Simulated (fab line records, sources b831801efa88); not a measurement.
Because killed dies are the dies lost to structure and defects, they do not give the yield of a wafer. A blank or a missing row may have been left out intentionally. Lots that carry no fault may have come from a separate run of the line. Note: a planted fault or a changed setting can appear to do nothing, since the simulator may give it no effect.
A lot that was struck, set against a sound lot | flow gf180mcu | 15 out of 602 route steps
Sound: the wafers L170.4, L170.5, L170.6. Struck: wafer L177.3. (L177.1, L177.4 of the same lot were not struck and are left out.) The cause comes at the end.
Each step with rows lists, per side, the tool, then ch with its chambers, then its first start. Under that, the readings that differ: sound wafers | struck wafers | difference of the means | sigmas: that difference in standard deviations of wafers without a fault.
alike: readings whose means differ by less than 2 such deviations, and words and numbers that are the same on both sides. not compared: withheld readings, readings that some wafer has no value for, bounds like >300 that may hide the same value, and numbers for which the record gives no deviation and whose values overlap.
A row with sigmas, a row that says differs or no value, or rows on one side alone: a step with any of these is where the two part. Numbers that have no deviation but don't overlap get no sigmas and don't part them. A reading that every wafer of one side lacks parts them only if that side has two wafers or more.

first, 4 steps without rows for these wafers: GF_CONTACT_SOFTBAKE_10 (time 60 s); GF_CONTACT_EXPOSE_11 (exposes mask Contact, target cd 220 nm); GF_CONTACT_PEB_12 (peb time 90 s); GF_CONTACT_DEVELOP_13 (develop time 60 s).
GF_CONTACT_CD_MEAS_14 targets a cd of 220 nm.
  struck on cd_sem-01, day 19 16:07; sound on cd_sem-02, day 17 11:32
  alike: cd_nm
GF_CONTACT_OVL_MEAS_15:
  struck on overlay-01, day 19 16:14; sound on overlay-01, day 17 11:37
  alike: CONTACT_OVL
GF_CONTACT_ETCH_16: etches BARC in N2/H2.
  sound on rie_diel-02 ch 2,3, day 17 11:38; struck on rie_diel-02 ch 1, day 19 16:16
  alike: drypump_motor_current_A, oes_product_au, throttle_valve_pct
GF_CONTACT_ETCH_17: etches SiO2 in C4F8/O2/Ar, stops on CoSi2, target depth 860 nm.
  sound on rie_diel-02 ch 2,3; struck on rie_diel-02 ch 1
  alike: oes_product_au
GF_CONTACT_STRIP_18: strips in O2/N2.
  sound on plasma_asher-01 ch 0,1, day 17 11:50; struck on plasma_asher-03 ch 0, day 19 16:26
  reading            | sound       | struck | difference | sigmas
  heater_power_w (W) | 363 355 372 | 281    | -82        | -2
  alike: drypump_motor_current_A, oes_product_au
  not compared: rf_hours_counter_h
then, 3 steps without rows for these wafers: GF_CONTACT_CLEAN_19 (cleans in SPM); GF_CONTACT_CLEAN_20 (cleans in DIW); GF_CONTACT_CLEAN_21 (cleans in dHF, time 20 s).
GF_CONTACT_SPUTTER_22: material Ti, target thk 15 nm, time 80.02 s.
  struck on pvd_sputter-02, day 19 16:43; sound on pvd_sputter-02, day 17 12:06
  reading                                    | sound             | struck | difference | sigmas
  chamber_pressure_pa (Pa)                   | 4.989 5.009 5.001 | 3.782  | -1.218     | -99 or more
  throttle_valve_pct (%)                     | 31.5 29.8 30.3    | 34.7   | +4.2       | +4
  model.Ti_of_CONTACT_SPUTTER_22.thk_nm (nm) | 14.54 14.68 14.95 | 19.51  | +4.79      |
GF_CONTACT_SPUTTER_23: material TiN, target thk 10 nm, time 40 s.
  struck on pvd_sputter-02, day 19 16:47; sound on pvd_sputter-02, day 17 12:10
  alike: chamber_pressure_pa, throttle_valve_pct
-- the record jumps here: 12 days lie between the struck wafers' starts before and after (it left off in module CONTACT and takes up again in module PASSIVATION, whose first step shown is number 602 of the route) --
GF_PASSIVATION_PROBE_99:
  only the struck wafers here have rows in the record (prober-01, day 31 22:23); the sound ones have none

== WHERE THEY PART ==
At GF_CONTACT_STRIP_18 first; at GF_PASSIVATION_PROBE_99 last (within this record only).

WHY: whatever the simulator had introduced
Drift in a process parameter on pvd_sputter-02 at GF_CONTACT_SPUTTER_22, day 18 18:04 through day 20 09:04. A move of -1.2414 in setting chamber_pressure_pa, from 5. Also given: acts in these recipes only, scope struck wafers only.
